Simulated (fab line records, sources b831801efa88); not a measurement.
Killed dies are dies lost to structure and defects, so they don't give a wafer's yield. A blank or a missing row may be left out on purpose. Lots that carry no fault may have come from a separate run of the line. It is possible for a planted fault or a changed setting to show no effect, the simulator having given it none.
Matching of chambers    flow sky130    4 sister chambers for SKY_VIA1_CMP_24 on cmp-01
The step polishes, stops on SiO2, t overpolish 15 s, target thk 0 nm. 24 wafers are shown with their chamber, then 12 later ones without.

== WAFERS PAIRED WITH THEIR CHAMBERS ==
wafer   chamber  motor-current-A (A)  time-to-endpoint-s (s)  slurry-filter-dp-kPa (kPa)
L079.1  1        10.9                 63                      13.66
L079.3  2        12.6                 61                      13.22
L079.5  0        9.7                  69                      13.67
L077.3  3        13.0                 69                      13.40
L077.5  1        10.9                 66                      13.58
L077.6  0        9.6                  70                      13.28
L076.2  0        9.5                  70                      13.66
L076.5  3        12.5                 67                      13.67
L076.6  2        12.2                 63                      13.38
L084.4  1        10.7                 60                      13.39
L084.5  1        10.7                 63                      13.37
L084.6  0        10.0                 64                      13.41
L086.1  3        12.5                 66                      13.86
L086.2  1        11.1                 62                      13.65
L086.3  0        10.0                 64                      13.41
L087.2  0        9.4                  66                      13.46
L087.5  3        12.8                 66                      13.61
L087.6  2        12.1                 63                      13.70
L088.3  3        13.1                 64                      13.53
L088.4  1        11.0                 65                      13.56
L088.6  1        10.8                 64                      13.37
L085.2  0        10.1                 71                      13.27
L085.4  2        12.6                 64                      13.46
L085.6  2        11.7                 65                      13.43

SIGNATURES (averages over the wafers above)
reading               chamber 0  chamber 1  chamber 2  chamber 3  scatter within a chamber
motor-current-A       9.757      10.871     12.240     12.780     0.271
time-to-endpoint-s    67.71      63.29      63.20      66.40      2.22
slurry-filter-dp-kPa  13.4514    13.5114    13.4380    13.6140    0.158
Rule: a wafer lies at a distance from a chamber equal to the root of the sum of squares, over the readings, of (its reading less the chamber's mean, divided by the reading's scatter). If the next closest chamber is less than 2 further off than the closest, the wafer can't be placed; otherwise it belongs to the closest. How the scatter is found: for the shown wafers, subtract from each reading the mean of its chamber, square and add these, divide the total by (wafers less chambers), then take the root.

== WAFERS WITHOUT THEIR CHAMBER ==
wafer   motor-current-A (A)  time-to-endpoint-s (s)  slurry-filter-dp-kPa (kPa)
L091.4  10.8                 66                      13.54
L091.5  10.4                 63                      13.63
L091.6  9.9                  68                      13.66
L094.2  10.2                 70                      13.37
L094.3  11.1                 61                      13.43
L094.5  12.6                 68                      13.63
L096.2  10.9                 65                      13.46
L096.4  10.0                 68                      13.46
L096.5  12.6                 65                      13.50
L092.3  9.8                  69                      13.71
L092.4  11.6                 63                      13.50
L092.5  9.9                  67                      13.59

== THE CHAMBER EACH PASSED THROUGH ==
wafer   from the rows above      in truth
L091.4  1                        1
L091.5  can't be placed: 1 or 0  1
L091.6  0                        0
L094.2  0                        0
L094.3  1                        1
L094.5  can't be placed: 3 or 2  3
L096.2  1                        1
L096.4  0                        0
L096.5  can't be placed: 3 or 2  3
L092.3  0                        0
L092.4  can't be placed: 2 or 1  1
L092.5  0                        0
Correct placement for 8 of the 12. From these rows, 4 cannot be placed; in 4 the true chamber is one of the candidates. 0 placed wrongly.
